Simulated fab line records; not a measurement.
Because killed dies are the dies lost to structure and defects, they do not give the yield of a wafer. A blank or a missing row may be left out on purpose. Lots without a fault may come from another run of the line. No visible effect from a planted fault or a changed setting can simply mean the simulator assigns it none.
Struck lot and sound lot, side by side || flow gf180mcu || 16 out of 602 route steps
Sound: the wafers L305.3, L305.4, L305.6. The struck wafers were L317.1, L317.2, L317.6. The cause comes at the end.
Order at every step that has rows: each side's tool, ch and its chambers, its first start. Under that, the readings that differ: sound wafers || struck wafers || difference of the means || sigmas: that difference in standard deviations of wafers without a fault.
alike: a reading whose means differ by less than 2 such deviations, as well as words and numbers matching on both sides. not compared: withheld readings; readings where some wafer has no value; bounds like >300 that might hide an equal value; numbers whose values overlap and for which the record gives no deviation.
A row with sigmas, a row that says differs or no value, or rows on one side alone: a step with any of these is where the two part. Numbers that have no deviation but don't overlap get no sigmas and don't part them. A reading missing from all wafers of one side parts the sides only when that side holds two or more wafers.

first, 6 steps without rows for these wafers: GF_TOP_METAL_HMDS_08 (prime time 60 s); GF_TOP_METAL_COAT_09 (resist thk 1500 nm); GF_TOP_METAL_SOFTBAKE_10 (time 60 s); GF_TOP_METAL_EXPOSE_11 (exposes mask MetalTop, target cd 440 nm); GF_TOP_METAL_PEB_12; GF_TOP_METAL_DEVELOP_13 (develop time 60 s).
GF_TOP_METAL_CD_MEAS_14 targets a cd of 440 nm.
  sound: cd_sem-02 at day 29 12:13; struck: cd_sem-01 at day 32 16:33
  alike: cd_nm
GF_TOP_METAL_OVL_MEAS_15:
  sound: overlay-02 at day 29 12:18; struck: overlay-01 at day 32 16:40
  alike: TOP_METAL_OVL
GF_TOP_METAL_METAL_ETCH_16: etches the open film in Cl2/BCl3, stops on SiO2, target depth 1197 nm, time 199.5 s.
  sound on rie_metal-03 ch 0,1, day 29 12:23; struck on rie_metal-03 ch 0,1, day 32 16:43
  alike: drypump_motor_current_A, oes_product_au, throttle_valve_pct
  not compared: rf_hours_counter_h
GF_TOP_METAL_STRIP_17: strips in O2/N2.
  sound on plasma_asher-03 ch 0,1, day 29 12:33; struck on plasma_asher-03 ch 0,1, day 32 16:54
  alike: drypump_motor_current_A, heater_power_w, oes_product_au, strip_time_to_endpoint_s
  not compared: rf_hours_counter_h
then, 2 steps without rows for these wafers: GF_TOP_METAL_STRIP_18 (strips in post etch residue remover, time 1200 s); GF_TOP_METAL_CLEAN_19 (cleans in DIW).
GF_PASSIVATION_CVD_00: deposits SiO2 from TEOS, target thk 1000 nm, time 111.95 s.
  sound on pecvd-03 ch 0,1, day 29 13:04; struck on pecvd-02 ch 0,1,2, day 32 17:28
{"reading": "model.SiO2_of_PASSIVATION_CVD_00.thk_nm (nm)", "sound": "978.5 1008 996.9", "struck": "857.2 866 874.4", "difference": -128.6, "sigmas": ""}
  alike: heater_power_w, susceptor_temp_C
GF_PASSIVATION_THK_MEAS_01:
  sound: film_metro-04 at day 29 13:10; struck: film_metro-02 at day 32 17:32
{"reading": "PASSIVATION_CVD_00_THK (nm)", "sound": "978 1008 998", "struck": "857 866 874", "difference": -129, "sigmas": -8}
GF_PASSIVATION_CVD_02: deposits Si3N4, target thk 700 nm, time 486.18 s.
  sound on pecvd-02 ch 0,1, day 29 13:12; struck on pecvd-01 ch 0,1,2, day 32 17:36
  alike: heater_power_w, susceptor_temp_C
after that, 1 step had no rows for these wafers: GF_PASSIVATION_PROBE_99.

## WHERE THEY PART
At GF_PASSIVATION_THK_MEAS_01 and nowhere else, as far as this record goes. Later steps at which nothing parts them and some readings are alike: GF_PASSIVATION_CVD_02.

WHY: what the simulator had put in
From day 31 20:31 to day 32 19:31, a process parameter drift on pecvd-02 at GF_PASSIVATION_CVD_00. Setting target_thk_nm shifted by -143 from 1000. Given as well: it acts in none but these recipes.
